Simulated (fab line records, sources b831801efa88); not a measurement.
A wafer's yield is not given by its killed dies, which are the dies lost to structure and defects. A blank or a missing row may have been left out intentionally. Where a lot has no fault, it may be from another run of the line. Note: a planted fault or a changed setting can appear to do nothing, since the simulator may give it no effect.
What tool caused it? ; flow sky130 ; 39 wafers sampled from 14 lots at 1 step of a route of 708

== WHAT THE GAUGES SHOWED, per wafer ==
SKY_VT_ADJUST_HVTP_OVL_MEAS_08. Usual: VT_ADJUST_HVTP_OVL -0.8 nm, standard deviation 1.3.
lot;measured;on;VT_ADJUST_HVTP_OVL (nm);flag
L288;day 6 10:23;overlay-01;0.0 -1.0 -0.3;
L290;day 7 00:40;overlay-01;-4.3 -4.9 -3.2;
L291;day 7 09:59;overlay-02;-1.3 -1.0 -2.4;
L292;day 7 11:34;overlay-02;0.9 0.5 1.1;
L293;day 7 15:45;overlay-02;-1.8 -2.1 -1.5;
L294;day 8 01:17;overlay-02;-0.5 -1.1 -0.7;
L296;day 8 10:48;overlay-02;-2.2 -1.5 -1.8;
L299;day 9 06:00;overlay-01;-0.9 1.2 0.6;
L300;day 9 15:44;overlay-02;-0.1 -0.5 -0.9;
L301;day 10 00:35;overlay-02;0.0 -1.2 -0.4;
L307;day 11 13:45;overlay-01;-0.1 0.9;
L309;day 11 19:43;overlay-02;-1.0 -1.1;
L310;day 12 01:02;overlay-01;-2.8 -1.3 -1.6;
L311;day 12 05:14;overlay-02;-1.9 -1.0;

== WHAT TOOL EACH LOT RAN ON (gives the tool, then ch and the chambers of the sampled wafers, and finally the start) ==
Before these readings, the record contains no process step.

== AS READ BY THE TOOLS THEMSELVES (means over the sampled wafers that have a number; for cases with no such wafer, the mark the record gives instead) ==
The record holds no such reading with a usual standard deviation.

== THE ANSWER, worked out from the rows above alone ==
Rule: a lot is off if the mean of its wafers that have a number lies more than 3 standard deviations from the usual mean. A lot without any number at a reading at which 4 lots or more have one is off too. Any other lot the step has rows for is counted as sound. The gauges are gone through in route order, then the tools' own readings, and for those a lot's mean is taken as printed above. The first step at which some lot is off is used, and at that step the reading that is off furthest; a lot without a number counts as furthest.
Across all readings shown, no lot is off: no conclusion can be drawn from this.

== WHAT WAS PUT IN BY THE SIMULATOR ==
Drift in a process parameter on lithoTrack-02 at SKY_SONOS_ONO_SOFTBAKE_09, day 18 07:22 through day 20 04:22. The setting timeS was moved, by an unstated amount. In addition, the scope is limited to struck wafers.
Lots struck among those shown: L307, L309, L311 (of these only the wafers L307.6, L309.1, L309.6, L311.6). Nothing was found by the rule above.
